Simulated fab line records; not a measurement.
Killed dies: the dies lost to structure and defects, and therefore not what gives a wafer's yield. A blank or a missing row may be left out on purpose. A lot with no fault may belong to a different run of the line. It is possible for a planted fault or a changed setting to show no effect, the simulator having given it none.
One fault through the eyes of 2 desks | flow sfq_line | only its own numbers are on each desk; what lay behind them is given at the end

== METROLOGY DESK ==
What the gauges read, lot by lot, whatever tool the lot ran on: means of the sampled wafers that have a number. If a lot's mean is further than 4 standard deviations from the usual mean, the lot is out of limits and carries the mark OUT (the distance appears in the brackets).
Columns: A = M0_NB_RS at SFQ_M0_RS_MEAS_904, usual 0.883 ohm/sq
lot  | first seen here | A
L942 | day 3 21:05     | 0.895
L944 | day 4 03:50     | 0.877
L945 | day 4 13:25     | 0.878
L947 | day 5 02:40     | 0.886
L949 | day 5 08:38     | 0.879
L950 | day 5 13:26     | 0.882
L951 | day 5 17:01     | 0.879
L952 | day 5 20:40     | 0.884
L953 | day 5 23:02     | 0.878
L954 | day 6 09:54     | 0.878
L956 | day 6 15:53     | 0.772 (-15) OUT
L957 | day 6 23:05     | 0.769 (-15) OUT
L963 | day 8 01:29     | 0.890
L964 | day 8 06:43     | 0.873
This desk finds L956, L957 out of limits, with the earliest case on L956 at day 6 15:53 (M0_NB_RS at SFQ_M0_RS_MEAS_904). In limits: L942, L944, L945, L947, L949, L950, L951, L952, L953, L954, L963, L964.

== TOOL OWNER'S DESK, pvd_sputter-05 ==
The tool's own readings at SFQ_TRILAYER_M0_DEP_SPUTTER_019 (material Nb, target thk 200 nm, time 133.3 s): means of the sampled wafers that have a number, for each lot that ran on this tool. If a lot's mean is further than 4 standard deviations from the usual mean, the lot is out of limits and carries the mark OUT (the distance appears in the brackets).
Columns: A = cathode_dc_power_W at SFQ_TRILAYER_M0_DEP_SPUTTER_019, usual 2000.0 W; B = throttle_valve_pct at SFQ_TRILAYER_M0_DEP_SPUTTER_019, usual 29.8 %
lot  | first seen here | A      | B
L945 | day 4 13:20     | 2000.1 | 30.8
L947 | day 5 02:32     | 2000.0 | 29.9
L951 | day 5 16:56     | 2000.0 | 30.2
L953 | day 5 22:56     | 2000.1 | 30.7
L954 | day 6 09:47     | 2000.0 | 30.6
L956 | day 6 15:47     | 1999.9 | 29.7
L957 | day 6 22:59     | 2000.1 | 29.8
This desk's verdict: no lot among the 7 shows anything out of limits.

== BROUGHT TOGETHER ==
Metrology desk: alarm possible at day 6 15:53 on L956, L957.
The desk of the tool owner found nothing out of limits.
On record at the tool owner's desk: L956, L957, within its limits.
Every lot named ran SFQ_TRILAYER_M0_DEP_SPUTTER_019 on pvd_sputter-05.

== WHAT WAS PUT IN BY THE SIMULATOR ==
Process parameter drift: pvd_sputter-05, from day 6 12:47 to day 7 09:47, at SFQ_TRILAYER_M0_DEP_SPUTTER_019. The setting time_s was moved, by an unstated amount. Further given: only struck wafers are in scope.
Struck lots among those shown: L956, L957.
Delay in hours, fault start to first out-of-limits reading, per desk: metrology desk 3.
